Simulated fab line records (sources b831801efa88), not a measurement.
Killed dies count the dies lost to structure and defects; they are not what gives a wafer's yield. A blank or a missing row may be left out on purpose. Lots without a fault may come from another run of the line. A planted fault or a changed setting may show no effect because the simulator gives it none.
fab line records	flow sky130
record: lots: 24	wafers: 72	last_day: 50
route steps=708 shown CAPM@538 VIA3@594 CAP2M@606 METAL4@630 VIA4@652
lots that met no fault: from a run of the same line without faults
start_h: hours from the record's opening day to when the first of the lot's shown wafers began	wait_h: hours since the lot's step before	" repeats the value in the row above	L1.1+2: one row covering several wafers at once	- no value, or no start was given	* or withheld: withheld	< > ~ a bound
route shown NAME@n: names a module that has steps shown in the file, with the first one's number in the route	usual: average and standard deviation across the fault-free wafers	same: alike in all rows	chamber/n: place in a boat	sites: the reading at each site	_std_site: the standard deviation of these	_edge_site: outer sites' mean less inner sites'	radius_mm: how far each site lies from the wafer's centre	mask NAME#n: copy n	behind: the tool/chamber that last shaped the wafer	hold: reason for holding the lot/hours on hold/outcome of the hold	device: transistor that didn't switch, given as n, p or np	end of line: the same wafers' tests at the end of the route	a step with no rows: only its recipe	killed: at the first sort, the dies lost to defects and structure; wafer yield is something else	map: per-die view of a wafer (x killed, . not killed, _ where there is no die)
set.NAME: the setting the step ran with; set.NAME@STEP: the setting that earlier step ran with	model.NAME: the simulator's own value behind a step, which no gauge read
one table for each step of the route and one row for each wafer, over a sample of lots
services: the hour from which a tool's chamber was out of use, counted from the record's first day as start_h (under 0 if before that day), plus the number of hours and why
== steps ==
step: SKY_CAPM_THK_MEAS_01
recipe: reads: SiO2_of_CAPM_CVD_00
usual: CAPM_CVD_00_THK: 15.54/0.24
lot.wafer	tool	chamber	start_h	wait_h	CAPM_CVD_00_THK[nm]
L074.1	film_metro-03	-	843.93	-	15.44
L074.3	"	-	"	"	15.10
L074.4	"	-	"	"	15.38
L075.1	film_metro-03	-	847.24	-	15.18
L075.3	"	-	"	"	15.20
L075.4	"	-	"	"	15.54
L076.3	film_metro-03	-	866.37	-	15.66
L076.4	"	-	"	"	15.37
L076.6	"	-	"	"	15.49
L077.1	film_metro-03	-	869.09	-	15.19
L077.5	"	-	"	"	15.78
L077.6	"	-	"	"	15.40
L078.1	film_metro-03	-	883.54	-	15.66
L078.4	"	-	"	"	15.90
L078.5	"	-	"	"	15.57
L079.1	film_metro-04	-	897.69	-	15.63
L079.4	"	-	"	"	15.76
L079.5	"	-	"	"	16.05
L080.4	film_metro-04	-	898.28	-	15.74
L080.5	"	-	"	"	15.67
L080.6	"	-	"	"	15.88
L081.1	film_metro-04	-	900.54	-	15.37
L081.2	"	-	"	"	15.29
L081.3	"	-	"	"	15.50
L082.1	film_metro-01	-	904.85	-	15.31
L082.3	"	-	"	"	15.23
L082.6	"	-	"	"	15.26
L083.1	film_metro-04	-	916.79	-	15.63
L083.2	"	-	"	"	15.89
L083.6	"	-	"	"	15.94
L084.1	film_metro-03	-	917.94	-	15.42
L084.3	"	-	"	"	15.44
L084.4	"	-	"	"	16.15
L085.4	film_metro-01	-	926.73	-	15.94
L085.5	"	-	"	"	15.49
L085.6	"	-	"	"	15.72
L086.1	film_metro-01	-	936.52	-	15.45
L086.3	"	-	"	"	15.46
L086.6	"	-	"	"	15.96
L087.1	film_metro-01	-	943.85	-	15.22
L087.2	"	-	"	"	15.41
L087.6	"	-	"	"	15.83
L088.2	film_metro-03	-	947.33	-	15.61
L088.3	"	-	"	"	15.50
L088.5	"	-	"	"	15.82
L089.1	film_metro-01	-	956.69	-	15.60
L089.2	"	-	"	"	15.35
L089.6	"	-	"	"	15.61
L090.1	film_metro-01	-	965.19	-	15.68
L090.3	"	-	"	"	15.70
L090.6	"	-	"	"	15.67
L091.3	film_metro-01	-	975.46	-	15.15
L091.4	"	-	"	"	15.28
L091.5	"	-	"	"	15.47
L092.2	film_metro-01	-	992.31	-	15.30
L092.3	"	-	"	"	15.55
L092.5	"	-	"	"	15.65
L093.1	film_metro-01	-	993.94	-	15.27
L093.2	"	-	"	"	15.36
L093.3	"	-	"	"	15.27
L095.1	film_metro-03	-	995.09	-	15.12
L095.2	"	-	"	"	15.63
L095.4	"	-	"	"	15.71
L094.2	film_metro-03	-	997.77	-	15.91
L094.4	"	-	"	"	15.79
L094.6	"	-	"	"	15.49
L096.1	film_metro-03	-	1002.19	-	15.73
L096.4	"	-	"	"	15.87
L096.5	"	-	"	"	15.59
L097.1	film_metro-03	-	1009.79	-	15.35
L097.4	"	-	"	"	15.46
L097.6	"	-	"	"	15.48
step: SKY_VIA3_CVD_21
recipe: material: W	target_thk_nm: 390	time_s: 117.31	temp_c: 400	pressure_torr: 40
usual: heater_power_w: 873/120
lot.wafer	tool	chamber	start_h	wait_h	heater_power_w
L074.1	cvd_w-01	0	924.14	0.0	769
L074.3	"	0	"	"	779
L074.4	"	1	"	"	984
L075.1	cvd_w-02	0	927.32	0.0	992
L075.3	"	1	"	"	743
L075.4	"	0	"	"	1042
L076.3	cvd_w-02	1	944.62	0.1	746
L076.4	"	0	"	"	1015
L076.6	"	0	"	"	1000
L077.1	cvd_w-02	1	947.18	0.0	766
L077.5	"	0	"	"	981
L077.6	"	1	"	"	743
L078.1	cvd_w-02	0	961.27	0.0	1005
L078.4	"	0	"	"	999
L078.5	"	1	"	"	743
L079.1	cvd_w-02	0	975.01	0.0	1018
L079.4	"	1	"	"	754
L079.5	"	0	"	"	985
L080.4	cvd_w-02	1	975.46	0.1	740
L080.5	"	0	"	"	1000
L080.6	"	1	"	"	731
L081.1	cvd_w-01	1	978.24	0.0	935
L081.2	"	0	"	"	755
L081.3	"	0	"	"	754
L082.1	cvd_w-01	0	981.11	0.0	784
L082.3	"	1	"	"	954
L082.6	"	0	"	"	741
L083.1	cvd_w-02	1	991.82	0.0	743
L083.2	"	0	"	"	1002
L083.6	"	1	"	"	739
L084.1	cvd_w-02	1	993.86	0.0	739
L084.3	"	1	"	"	745
L084.4	"	0	"	"	1009
L085.4	cvd_w-01	0	1002.94	0.1	774
L085.5	"	0	"	"	760
L085.6	"	1	"	"	978
L086.1	cvd_w-01	0	1010.31	0.0	768
L086.3	"	0	"	"	765
L086.6	"	0	"	"	785
L087.1	cvd_w-01	0	1017.72	0.0	777
L087.2	"	1	"	"	961
L087.6	"	0	"	"	770
L088.2	cvd_w-02	0	1021.77	0.0	1030
L088.3	"	1	"	"	739
L088.5	"	0	"	"	1022
L089.1	cvd_w-02	0	1030.23	0.0	1026
L089.2	"	1	"	"	758
L089.6	"	0	"	"	989
L090.1	cvd_w-02	0	1039.37	0.0	1020
L090.3	"	0	"	"	1019
L090.6	"	0	"	"	1039
L091.3	cvd_w-01	0	1048.44	0.1	771
L091.4	"	1	"	"	967
L091.5	"	0	"	"	777
L092.2	cvd_w-01	0	1063.08	0.0	756
L092.3	"	1	"	"	974
L092.5	"	1	"	"	967
L093.1	cvd_w-01	1	1063.74	0.0	952
L093.2	"	0	"	"	762
L093.3	"	0	"	"	782
L095.1	cvd_w-01	1	1066.41	0.0	981
L095.2	"	0	"	"	758
L095.4	"	1	"	"	924
L094.2	cvd_w-01	0	1068.07	0.0	768
L094.4	"	0	"	"	774
L094.6	"	0	"	"	755
L096.1	cvd_w-02	1	1072.56	0.0	767
L096.4	"	1	"	"	740
L096.5	"	0	"	"	1013
L097.1	cvd_w-02	1	1078.35	0.0	729
L097.4	"	1	"	"	758
L097.6	"	0	"	"	1025
step: SKY_CAP2M_RS_MEAS_03
recipe: thk_meas_gauge: four-point-probe	reads: TiN_of_CAP2M_SPUTTER_02
usual: CAP2M_TIN_RS: 6.89/0.065
lot.wafer	tool	chamber	start_h	wait_h	CAP2M_TIN_RS[ohm/sq]
L074.1	film_metro-01	-	925.09	0.1	6.88
L074.3	"	-	"	"	6.74
L074.4	"	-	"	"	6.88
L075.1	film_metro-01	-	928.26	0.1	7.06
L075.3	"	-	"	"	6.85
L075.4	"	-	"	"	7.01
L076.3	film_metro-03	-	945.57	0.1	6.87
L076.4	"	-	"	"	6.93
L076.6	"	-	"	"	6.87
L077.1	film_metro-03	-	948.12	0.1	6.79
L077.5	"	-	"	"	6.79
L077.6	"	-	"	"	6.93
L078.1	film_metro-02	-	962.22	0.1	6.85
L078.4	"	-	"	"	6.82
L078.5	"	-	"	"	6.82
L079.1	film_metro-02	-	975.96	0.1	6.85
L079.4	"	-	"	"	6.87
L079.5	"	-	"	"	6.90
L080.4	film_metro-03	-	976.44	0.1	6.78
L080.5	"	-	"	"	6.93
L080.6	"	-	"	"	6.79
L081.1	film_metro-01	-	979.36	0.1	6.90
L081.2	"	-	"	"	6.99
L081.3	"	-	"	"	6.81
L082.1	film_metro-03	-	982.06	0.1	6.82
L082.3	"	-	"	"	6.86
L082.6	"	-	"	"	6.80
L083.1	film_metro-03	-	992.77	0.1	6.85
L083.2	"	-	"	"	6.80
L083.6	"	-	"	"	6.89
L084.1	film_metro-01	-	994.92	0.1	6.87
L084.3	"	-	"	"	6.97
L084.4	"	-	"	"	6.96
L085.4	film_metro-03	-	1004.08	0.1	6.95
L085.5	"	-	"	"	6.93
L085.6	"	-	"	"	6.92
L086.1	film_metro-03	-	1011.27	0.1	6.89
L086.3	"	-	"	"	6.86
L086.6	"	-	"	"	6.89
L087.1	film_metro-01	-	1018.66	0.1	6.94
L087.2	"	-	"	"	6.90
L087.6	"	-	"	"	6.87
L088.2	film_metro-02	-	1022.74	0.1	6.88
L088.3	"	-	"	"	6.89
L088.5	"	-	"	"	6.86
L089.1	film_metro-02	-	1031.17	0.1	6.85
L089.2	"	-	"	"	6.87
L089.6	"	-	"	"	6.86
L090.1	film_metro-03	-	1040.32	0.1	6.90
L090.3	"	-	"	"	6.86
L090.6	"	-	"	"	6.86
L091.3	film_metro-03	-	1049.38	0.1	6.97
L091.4	"	-	"	"	6.95
L091.5	"	-	"	"	6.95
L092.2	film_metro-01	-	1064.05	0.1	7.03
L092.3	"	-	"	"	6.95
L092.5	"	-	"	"	6.97
L093.1	film_metro-02	-	1064.68	0.1	6.79
L093.2	"	-	"	"	6.89
L093.3	"	-	"	"	6.82
L095.1	film_metro-02	-	1067.36	0.1	6.88
L095.2	"	-	"	"	6.86
L095.4	"	-	"	"	6.83
L094.2	film_metro-03	-	1069.04	0.1	6.96
L094.4	"	-	"	"	6.82
L094.6	"	-	"	"	6.93
L096.1	film_metro-03	-	1073.54	0.1	6.93
L096.4	"	-	"	"	6.92
L096.5	"	-	"	"	6.98
L097.1	film_metro-02	-	1079.29	0.1	6.93
L097.4	"	-	"	"	6.90
L097.6	"	-	"	"	6.97
step: SKY_CAP2M_STRIP_14
recipe: chemistry: O2/N2	power_w: 1400	pressure_mtorr: 1500	platen_temp_c: withheld	o2_flow_sccm: 3000	n2_flow_sccm: 300	overash_fraction: 0.5
usual: drypump_motor_current_A: 6.1/0.31	oes_product_au: 0.710/0.0048	strip_time_to_endpoint_s: 12.65/0.038
lot.wafer	tool	chamber	start_h	wait_h	drypump_motor_current_A	oes_product_au	rf_hours_counter_h	strip_time_to_endpoint_s
L074.1	plasma_asher-01	1	949.67	0.1	6.3	0.707	109	12.67
L074.3	"	1	"	"	6.3	0.715	-	12.65
L074.4	"	0	"	"	6.5	0.720	-	12.61
L075.1	plasma_asher-04	1	952.52	0.1	5.6	0.712	20	12.67
L075.3	"	1	"	"	5.6	0.717	-	12.65
L075.4	"	0	"	"	5.9	0.711	-	12.62
L076.3	plasma_asher-01	0	969.53	0.1	6.4	0.714	-	12.64
L076.4	"	1	"	"	6.3	0.707	-	12.67
L076.6	"	0	"	"	6.4	0.713	-	12.64
L077.1	plasma_asher-04	0	972.57	0.1	6.0	0.712	22	12.69
L077.5	"	0	"	"	6.0	0.696	-	12.68
L077.6	"	1	"	"	5.5	0.710	-	12.68
L078.1	plasma_asher-04	0	985.65	0.1	6.0	0.710	23	12.69
L078.4	"	0	"	"	5.9	0.709	-	12.67
L078.5	"	1	"	"	5.5	0.706	-	12.69
L079.1	plasma_asher-04	1	999.44	0.1	5.6	0.713	24	12.72
L079.4	"	1	"	"	5.6	0.710	-	12.68
L079.5	"	1	"	"	5.6	0.717	-	12.64
L080.4	plasma_asher-03	0	999.70	0.1	5.9	0.709	-	12.69
L080.5	"	0	"	"	5.9	0.715	-	12.66
L080.6	"	1	"	"	6.2	0.708	-	12.69
L081.1	plasma_asher-04	0	1002.70	0.1	6.0	0.716	25	12.69
L081.2	"	1	"	"	5.6	0.708	25	12.70
L081.3	"	0	"	"	5.9	0.709	-	12.71
L082.1	plasma_asher-03	1	1005.95	0.1	6.2	0.712	60	12.62
L082.3	"	0	"	"	5.9	0.719	-	12.59
L082.6	"	0	"	"	5.9	0.703	-	12.64
L083.1	plasma_asher-01	0	1015.15	0.1	6.4	0.709	115	12.65
L083.2	"	1	"	"	6.3	0.704	115	12.70
L083.6	"	1	"	"	6.3	0.709	-	12.70
L084.1	plasma_asher-04	1	1018.40	0.1	5.6	0.714	26	12.66
L084.3	"	1	"	"	5.6	0.714	-	12.65
L084.4	"	0	"	"	5.9	0.711	-	12.68
L085.4	plasma_asher-01	0	1027.55	0.1	6.4	0.711	-	12.60
L085.5	"	0	"	"	6.4	0.714	-	12.58
L085.6	"	1	"	"	6.3	0.710	-	12.59
L086.1	plasma_asher-04	0	1033.45	0.1	5.9	0.710	28	12.68
L086.3	"	0	"	"	6.0	0.715	-	12.66
L086.6	"	0	"	"	6.0	0.701	-	12.64
L087.1	plasma_asher-04	1	1041.05	0.1	5.6	0.709	28	12.66
L087.2	"	0	"	"	5.9	0.707	28	12.69
L087.6	"	0	"	"	6.0	0.712	-	12.68
L088.2	plasma_asher-01	1	1045.30	0.1	6.3	0.709	118	12.69
L088.3	"	0	"	"	6.4	0.714	-	12.72
L088.5	"	1	"	"	6.3	0.707	-	12.64
L089.1	plasma_asher-01	0	1053.75	0.1	6.4	0.713	119	12.58
L089.2	"	1	"	"	6.3	0.702	119	12.62
L089.6	"	1	"	"	6.2	0.703	-	12.59
L090.1	plasma_asher-04	1	1062.25	0.1	5.5	0.706	30	12.63
L090.3	"	1	"	"	5.5	0.711	-	12.64
L090.6	"	1	"	"	5.5	0.707	-	12.63
L091.3	plasma_asher-01	0	1070.43	0.1	6.4	0.716	-	12.67
L091.4	"	1	"	"	6.3	0.702	-	12.68
L091.5	"	1	"	"	6.3	0.712	-	12.67
L092.2	plasma_asher-04	0	1085.27	0.1	5.9	0.709	33	12.68
L092.3	"	1	"	"	5.6	0.724	-	12.59
L092.5	"	1	"	"	5.6	0.709	-	12.59
L093.1	plasma_asher-01	1	1085.57	0.1	6.3	0.714	2	12.58
L093.2	"	0	"	"	6.5	0.708	2	12.59
L093.3	"	1	"	"	6.3	0.708	-	12.58
L095.1	plasma_asher-03	1	1087.92	0.1	6.2	0.712	67	12.63
L095.2	"	0	"	"	5.9	0.708	67	12.57
L095.4	"	0	"	"	5.9	0.711	-	12.62
L094.2	plasma_asher-01	0	1089.30	0.1	6.5	0.711	2	12.67
L094.4	"	1	"	"	6.3	0.708	-	12.63
L094.6	"	0	"	"	6.5	0.705	-	12.61
L096.1	plasma_asher-03	0	1094.45	0.1	5.9	0.710	69	12.62
L096.4	"	0	"	"	5.9	0.704	-	12.62
L096.5	"	0	"	"	5.9	0.705	-	12.60
L097.1	plasma_asher-01	1	1100.00	0.1	6.3	0.701	4	12.69
L097.4	"	0	"	"	6.4	0.703	-	12.71
L097.6	"	0	"	"	6.5	0.707	-	12.69
step: SKY_METAL4_OVL_MEAS_14
usual: METAL4_OVL: -3/5
lot.wafer	tool	chamber	start_h	wait_h	METAL4_OVL[nm]
L074.1	overlay-02	-	974.57	0.1	-8
L074.3	"	-	"	"	-7
L074.4	"	-	"	"	-1
L075.1	overlay-01	-	977.32	0.1	-11
L075.3	"	-	"	"	-8
L075.4	"	-	"	"	-11
L076.3	overlay-01	-	993.69	0.1	-8
L076.4	"	-	"	"	-6
L076.6	"	-	"	"	-12
L077.1	overlay-01	-	996.76	0.1	-10
L077.5	"	-	"	"	-4
L077.6	"	-	"	"	-10
L078.1	overlay-01	-	1009.13	0.1	-6
L078.4	"	-	"	"	-9
L078.5	"	-	"	"	-10
L079.1	overlay-01	-	1022.56	0.1	3
L079.4	"	-	"	"	-3
L079.5	"	-	"	"	5
L080.4	overlay-02	-	1023.39	0.1	0
L080.5	"	-	"	"	-6
L080.6	"	-	"	"	-1
L081.1	overlay-01	-	1026.61	0.1	-1
L081.2	"	-	"	"	-7
L081.3	"	-	"	"	-7
L082.1	overlay-02	-	1029.62	0.1	2
L082.3	"	-	"	"	6
L082.6	"	-	"	"	3
L083.1	overlay-01	-	1038.92	0.1	5
L083.2	"	-	"	"	3
L083.6	"	-	"	"	3
L084.1	overlay-02	-	1041.62	0.1	-5
L084.3	"	-	"	"	3
L084.4	"	-	"	"	3
L085.4	overlay-02	-	1050.19	0.1	-5
L085.5	"	-	"	"	-9
L085.6	"	-	"	"	-11
L086.1	overlay-01	-	1055.82	0.1	-7
L086.3	"	-	"	"	-3
L086.6	"	-	"	"	-2
L087.1	overlay-02	-	1063.46	0.1	-5
L087.2	"	-	"	"	3
L087.6	"	-	"	"	0
L088.2	overlay-02	-	1067.63	0.1	0
L088.3	"	-	"	"	1
L088.5	"	-	"	"	-2
L089.1	overlay-01	-	1075.77	0.1	-4
L089.2	"	-	"	"	-1
L089.6	"	-	"	"	-3
L090.1	overlay-01	-	1083.58	0.1	8
L090.3	"	-	"	"	9
L090.6	"	-	"	"	6
L091.3	overlay-01	-	1091.74	0.1	-11
L091.4	"	-	"	"	-9
L091.5	"	-	"	"	-9
L093.1	overlay-01	-	1107.42	0.1	-3
L093.2	"	-	"	"	-7
L093.3	"	-	"	"	-4
L092.2	overlay-02	-	1107.76	0.1	-3
L092.3	"	-	"	"	-2
L092.5	"	-	"	"	0
L095.1	overlay-01	-	1109.26	0.1	-1
L095.2	"	-	"	"	-3
L095.4	"	-	"	"	-2
L094.2	overlay-01	-	1109.61	0.1	0
L094.4	"	-	"	"	-2
L094.6	"	-	"	"	-2
L096.1	overlay-01	-	1115.18	0.1	-1
L096.4	"	-	"	"	-8
L096.5	"	-	"	"	-7
L097.1	overlay-01	-	1120.57	0.1	-6
L097.4	"	-	"	"	-11
L097.6	"	-	"	"	-2
step: SKY_VIA4_STRIP_13
recipe: chemistry: O2/N2	power_w: 1400	pressure_mtorr: 1500	platen_temp_c: withheld	o2_flow_sccm: 3000	n2_flow_sccm: 300	overash_fraction: 0.5
usual: drypump_motor_current_A: 5.7/0.44	oes_product_au: 0.710/0.0047	strip_time_to_endpoint_s: 12.79/0.033
lot.wafer	tool	chamber	start_h	wait_h	drypump_motor_current_A	oes_product_au	rf_hours_counter_h	strip_time_to_endpoint_s
L074.1	plasma_asher-02	0	1000.25	-	5.5	0.708	86	12.80
L074.3	"	1	"	"	4.9	0.715	-	12.83
L074.4	"	0	"	"	5.5	0.706	-	12.79
L075.1	plasma_asher-03	1	1002.05	-	6.2	0.712	59	12.77
L075.3	"	1	"	"	6.2	0.711	-	12.83
L075.4	"	0	"	"	5.9	0.712	-	12.77
L076.3	plasma_asher-02	1	1018.35	-	4.9	0.708	-	12.77
L076.4	"	0	"	"	5.5	0.716	-	12.76
L076.6	"	0	"	"	5.5	0.708	-	12.76
L077.1	plasma_asher-03	1	1021.26	-	6.2	0.711	61	12.79
L077.5	"	0	"	"	5.9	0.710	-	12.77
L077.6	"	1	"	"	6.2	0.710	-	12.80
L078.1	plasma_asher-02	0	1032.54	-	5.5	0.702	89	12.74
L078.4	"	1	"	"	4.9	0.711	-	12.79
L078.5	"	0	"	"	5.5	0.718	-	12.72
L079.1	plasma_asher-04	0	1046.91	-	6.0	0.714	29	12.80
L079.4	"	1	"	"	5.6	0.704	-	12.72
L079.5	"	1	"	"	5.6	0.708	-	12.77
L080.4	plasma_asher-02	0	1047.93	-	5.5	0.714	-	12.78
L080.5	"	0	"	"	5.5	0.709	-	12.81
L080.6	"	1	"	"	4.9	0.717	-	12.83
L081.1	plasma_asher-04	1	1051.19	-	5.5	0.701	29	12.76
L081.2	"	0	"	"	6.0	0.708	29	12.80
L081.3	"	1	"	"	5.6	0.715	-	12.78
L082.1	plasma_asher-04	0	1053.44	-	5.9	0.709	30	12.77
L082.3	"	1	"	"	5.5	0.704	-	12.76
L082.6	"	0	"	"	5.9	0.711	-	12.75
L083.1	plasma_asher-03	0	1062.50	-	5.9	0.709	65	12.76
L083.2	"	1	"	"	6.2	0.708	65	12.86
L083.6	"	0	"	"	5.9	0.712	-	12.79
L084.1	plasma_asher-04	0	1064.54	-	5.9	0.704	31	12.84
L084.3	"	0	"	"	5.9	0.714	-	12.76
L084.4	"	1	"	"	5.5	0.712	-	12.79
L085.4	plasma_asher-03	1	1072.80	-	6.2	0.715	-	12.81
L085.5	"	1	"	"	6.2	0.707	-	12.79
L085.6	"	0	"	"	5.9	0.703	-	12.80
L086.1	plasma_asher-03	1	1077.84	-	6.1	0.719	67	12.79
L086.3	"	1	"	"	6.1	0.711	-	12.84
L086.6	"	0	"	"	5.9	0.713	-	12.80
L087.1	plasma_asher-03	0	1085.71	-	5.9	0.707	67	12.82
L087.2	"	1	"	"	6.2	0.713	67	12.75
L087.6	"	1	"	"	6.2	0.718	-	12.79
L088.2	plasma_asher-03	1	1089.99	-	6.2	0.711	68	12.75
L088.3	"	1	"	"	6.2	0.707	-	12.73
L088.5	"	1	"	"	6.2	0.703	-	12.77
L089.1	plasma_asher-02	0	1098.54	-	5.5	0.715	96	12.81
L089.2	"	1	"	"	4.9	0.713	96	12.76
L089.6	"	0	"	"	5.5	0.716	-	12.74
L090.1	plasma_asher-03	1	1104.99	-	6.2	0.705	70	12.75
L090.3	"	0	"	"	5.9	0.706	-	12.82
L090.6	"	1	"	"	6.2	0.708	-	12.78
L091.3	plasma_asher-02	1	1113.78	-	4.9	0.707	-	12.73
L091.4	"	0	"	"	5.5	0.706	-	12.84
L091.5	"	1	"	"	4.9	0.705	-	12.81
L093.1	plasma_asher-03	0	1128.89	-	5.9	0.705	72	12.83
L093.2	"	1	"	"	6.2	0.709	72	12.77
L093.3	"	0	"	"	5.9	0.714	-	12.78
L092.2	plasma_asher-02	1	1129.16	-	4.9	0.707	100	12.81
L092.3	"	0	"	"	5.5	0.712	-	12.83
L092.5	"	1	"	"	4.9	0.712	-	12.78
L095.1	plasma_asher-04	1	1129.46	-	5.5	0.715	34	12.75
L095.2	"	0	"	"	5.9	0.705	34	12.81
L095.4	"	1	"	"	5.5	0.710	-	12.76
L094.2	plasma_asher-03	1	1129.77	-	6.2	0.720	72	12.71
L094.4	"	0	"	"	5.9	0.711	-	12.74
L094.6	"	1	"	"	6.2	0.705	-	12.75
L096.1	plasma_asher-02	0	1136.68	-	5.5	0.717	100	12.78
L096.4	"	1	"	"	4.9	0.706	-	12.82
L096.5	"	0	"	"	5.4	0.719	-	12.79
L097.1	plasma_asher-03	1	1141.20	-	6.2	0.709	74	12.80
L097.4	"	0	"	"	5.9	0.700	-	12.81
L097.6	"	0	"	"	5.9	0.711	-	12.80
== services ==
tool	chamber	start_h	hours	kind
cvd_w-01	-	904.00	14.0	pm
cvd_w-01	0	904.00	14.0	vent_cycle
cvd_w-01	1	904.00	14.0	vent_cycle
plasma_asher-03	-	911.29	0.5	repair
cvd_w-01	0	918.00	-	clean
cvd_w-01	1	918.00	-	clean
cvd_w-02	-	918.00	2.8	pm
plasma_asher-02	-	920.26	4.9	repair
cvd_w-02	-	955.73	0.9	repair
plasma_asher-03	-	966.84	2.2	repair
cvd_w-02	0	984.34	4.6	repair
plasma_asher-01	-	1055.25	9.0	pm
plasma_asher-01	0	1055.25	9.0	vent_cycle
plasma_asher-01	1	1055.25	9.0	vent_cycle
plasma_asher-01	0	1064.25	-	clean
plasma_asher-01	1	1064.25	-	clean
cvd_w-01	-	1077.57	1.7	repair
cvd_w-02	-	1079.26	6.0	pm
plasma_asher-04	-	1087.52	13.0	repair
plasma_asher-04	-	1102.71	15.6	pm
plasma_asher-02	-	1121.12	0.7	repair
== key ==
fault none
